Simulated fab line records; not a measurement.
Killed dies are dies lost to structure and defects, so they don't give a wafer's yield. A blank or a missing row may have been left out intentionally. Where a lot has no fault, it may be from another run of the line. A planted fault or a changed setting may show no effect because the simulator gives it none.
Tool commonality check	flow gf180mcu	Sampled: 12 lots, 36 wafers

== REASON IT WAS OPENED ==
Of 12 lots, 2 have the reading HV_LDD_4_TW flagged at GF_HV_LDD_TW_MEAS_50. Wafers without a fault read 567, standard deviation 7.2.
Rule: a lot is flagged in two cases, either no wafer of it has a number, or all its wafers with numbers fall more than 4 standard deviations from that mean. The other lots count as sound.

lot	measured	on	HV_LDD_4_TW, wafer by wafer	flag
L985	day 12 05:09	film metro-04	565 566 567	
L986	day 12 18:32	film metro-02	581 584 585	
L987	day 13 02:45	film metro-02	581 579 581	
L992	day 14 16:37	film metro-04	1444 1446 1439	FLAGGED
L993	day 15 01:29	film metro-02	1481 1477 1488	FLAGGED
L997	day 16 15:31	film metro-04	564 571 566	
L998	day 17 01:10	film metro-04	568 567 567	
L100	day 17 12:31	film metro-02	584 582 582	
L102	day 18 05:34	film metro-01	560 561 562	
L105	day 19 02:59	film metro-04	567 565 566	
L106	day 19 14:20	film metro-04	568 567 570	
L107	day 19 22:13	film metro-01	558 558 557	
Flagged lots average 1462: +896 relative to the usual, that is +99 or more standard deviations.

== EACH LOT AND THE TOOL IT RAN ON ==
Before the reading, the record contains 2 process steps out of a 602-step route. Cell contents, in order: the tool; ch with the chambers the sampled wafers went through; the start.
lot	flag	GF_MVSD_STRIP_10	GF_HV_LDD_COAT_26
L985		plasma asher-02 ch 0,1, day 4 10:11	litho track-01 ch 0, day 11 00:12
L986		plasma asher-02 ch 0,1, day 4 17:35	litho track-01 ch 0, day 11 12:11
L987		plasma asher-02 ch 0,1, day 4 23:07	litho track-01 ch 0, day 11 20:18
L992	FLAGGED	plasma asher-02 ch 0,1, day 6 03:38	litho track-04, day 13 09:04
L993	FLAGGED	plasma asher-04 ch 0,1, day 6 09:22	litho track-03, day 13 17:02
L997		plasma asher-04 ch 0,1, day 7 09:53	litho track-04 ch 0, day 15 05:17
L998		plasma asher-04 ch 0, day 7 16:55	litho track-01 ch 0, day 15 13:03
L100		plasma asher-03 ch 0,1, day 8 03:56	litho track-04 ch 0, day 16 01:20
L102		plasma asher-04 ch 0,1, day 8 15:43	litho track-03 ch 0, day 16 17:17
L105		plasma asher-03 ch 0,1, day 9 06:44	litho track-03 ch 0, day 17 14:26
L106		plasma asher-04 ch 0,1, day 9 11:10	litho track-03 ch 0, day 17 23:20
L107		plasma asher-03 ch 0,1, day 9 21:44	litho track-03 ch 0, day 18 08:56
What the steps here do:
- GF_MVSD_STRIP_10: strips in O2/N2.
- GF_HV_LDD_COAT_26: resist thk 1000 nm.
- GF_HV_LDD_TW_MEAS_50

== FLAGGED AGAINST TOTAL, ONE TOOL AT A TIME (gauges that did the reading follow at the end) ==
step	tool	lots run	flagged	share of the flagged lots	sound lots run after its first flagged lot
GF_MVSD_STRIP_10	plasma asher-02	4	1	some	0
GF_MVSD_STRIP_10	plasma asher-03	3	0	none	-
GF_MVSD_STRIP_10	plasma asher-04	5	1	some	4 (L997,L998,L102,L106)
GF_HV_LDD_COAT_26	litho track-01	4	0	none	-
GF_HV_LDD_COAT_26	litho track-03	5	1	some	4 (L102,L105,L106,L107)
GF_HV_LDD_COAT_26	litho track-04	3	1	some	2 (L997,L100)
GF_HV_LDD_TW_MEAS_50	film metro-01	2	0	none	-
GF_HV_LDD_TW_MEAS_50	film metro-02	4	1	some	1 (L100)
GF_HV_LDD_TW_MEAS_50	film metro-04	6	1	some	4 (L997,L998,L105,L106)

== WHAT IS ALLOWED BY THE TABLE ==
No row of the table ran every flagged lot.

== WHAT THE SIMULATOR HAD PUT IN ==
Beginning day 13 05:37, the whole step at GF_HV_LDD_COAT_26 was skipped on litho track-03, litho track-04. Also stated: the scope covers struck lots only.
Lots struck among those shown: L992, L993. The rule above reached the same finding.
